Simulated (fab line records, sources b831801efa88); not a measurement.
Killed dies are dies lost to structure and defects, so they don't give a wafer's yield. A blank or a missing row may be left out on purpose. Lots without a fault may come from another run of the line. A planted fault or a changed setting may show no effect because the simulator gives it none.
Which tool did it? | flow gf180mcu | 7 lots, 21 wafers sampled, at 4 steps of a route of 602

WHAT THE GAUGES READ, wafer by wafer
GF_MIM_THK_MEAS_06.
lot  | measured     | on            | MIM_CVD_05_THK (nm)
L813 | day 24 13:32 | film_metro-04 | 40.8 41.3 41.9
L818 | day 26 15:48 | film_metro-02 | 42.1 42.3 42.3
L821 | day 27 10:04 | film_metro-04 | 47.7 47.4 47.3
L823 | day 28 12:33 | film_metro-02 | 41.7 41.9 42.1
L827 | day 29 14:55 | film_metro-02 | 41.6 41.4 41.1
L831 | day 30 08:55 | film_metro-02 | 40.3 41.0 41.6
L835 | day 31 07:57 | film_metro-02 | 42.6 42.8 43.1

WHICH TOOL RAN EACH LOT (tool, then ch and the chambers of the sampled wafers, then the start)
lot  | GF_V4_SPUTTER_22             | GF_MIM_SPUTTER_02            | GF_MIM_CVD_05
L813 | pvd_sputter-03, day 24 12:37 | pvd_sputter-01, day 24 13:23 | pecvd-04 ch 1,2, day 24 13:29
L818 | pvd_sputter-04, day 26 14:53 | pvd_sputter-02, day 26 15:38 | pecvd-04 ch 1,2, day 26 15:44
L821 | pvd_sputter-01, day 27 09:08 | pvd_sputter-04, day 27 09:53 | pecvd-04 ch 1,2, day 27 10:00
L823 | pvd_sputter-03, day 28 11:40 | pvd_sputter-01, day 28 12:26 | pecvd-01 ch 0,2, day 28 12:31
L827 | pvd_sputter-03, day 29 14:02 | pvd_sputter-01, day 29 14:47 | pecvd-01 ch 0,1,2, day 29 14:53
L831 | pvd_sputter-01, day 30 08:01 | pvd_sputter-02, day 30 08:47 | pecvd-01 ch 0,1,2, day 30 08:52
L835 | pvd_sputter-03, day 31 07:02 | pvd_sputter-04, day 31 07:49 | pecvd-03 ch 0,2, day 31 07:54
- GF_V4_SPUTTER_22: material TiN, target thk 10 nm, time 40 s.
- GF_MIM_SPUTTER_02: material AlCu, target thk 450 nm, time 23.9 s.
- GF_MIM_CVD_05: deposits Si3N4, target thk 42 nm, time 29.086 s.

THE ANSWER, worked out from the rows above alone
Rule: what is usual is taken from the lots themselves. Put in order of their means at a reading, lots are off if they are a third of the lots or fewer, leave a main group of 4 or more, and stand apart from it by a gap of 3 or more times the standard deviation of the main group's means; of several such gaps the widest counts. A main group whose means are all the same, to the digits that the tables above print for the reading, isn't used. A lot without any number at a reading at which 4 lots or more have one is off too. The other lots that the step has rows for count as sound.
Off: L821, at GF_MIM_THK_MEAS_06 (MIM_CVD_05_THK). The main group: mean 41.8 nm, standard deviation 0.63.
A tool fits if, at a process step before that reading, it ran every lot that is off, and no sound lot after the first of them. The gauges at GF_MIM_THK_MEAS_06 are tried like those tools. Can't be told from this: 2 tools fit, pecvd-04 at GF_MIM_CVD_05, film_metro-04 at GF_MIM_THK_MEAS_06.

WHAT THE SIMULATOR HAD PUT IN
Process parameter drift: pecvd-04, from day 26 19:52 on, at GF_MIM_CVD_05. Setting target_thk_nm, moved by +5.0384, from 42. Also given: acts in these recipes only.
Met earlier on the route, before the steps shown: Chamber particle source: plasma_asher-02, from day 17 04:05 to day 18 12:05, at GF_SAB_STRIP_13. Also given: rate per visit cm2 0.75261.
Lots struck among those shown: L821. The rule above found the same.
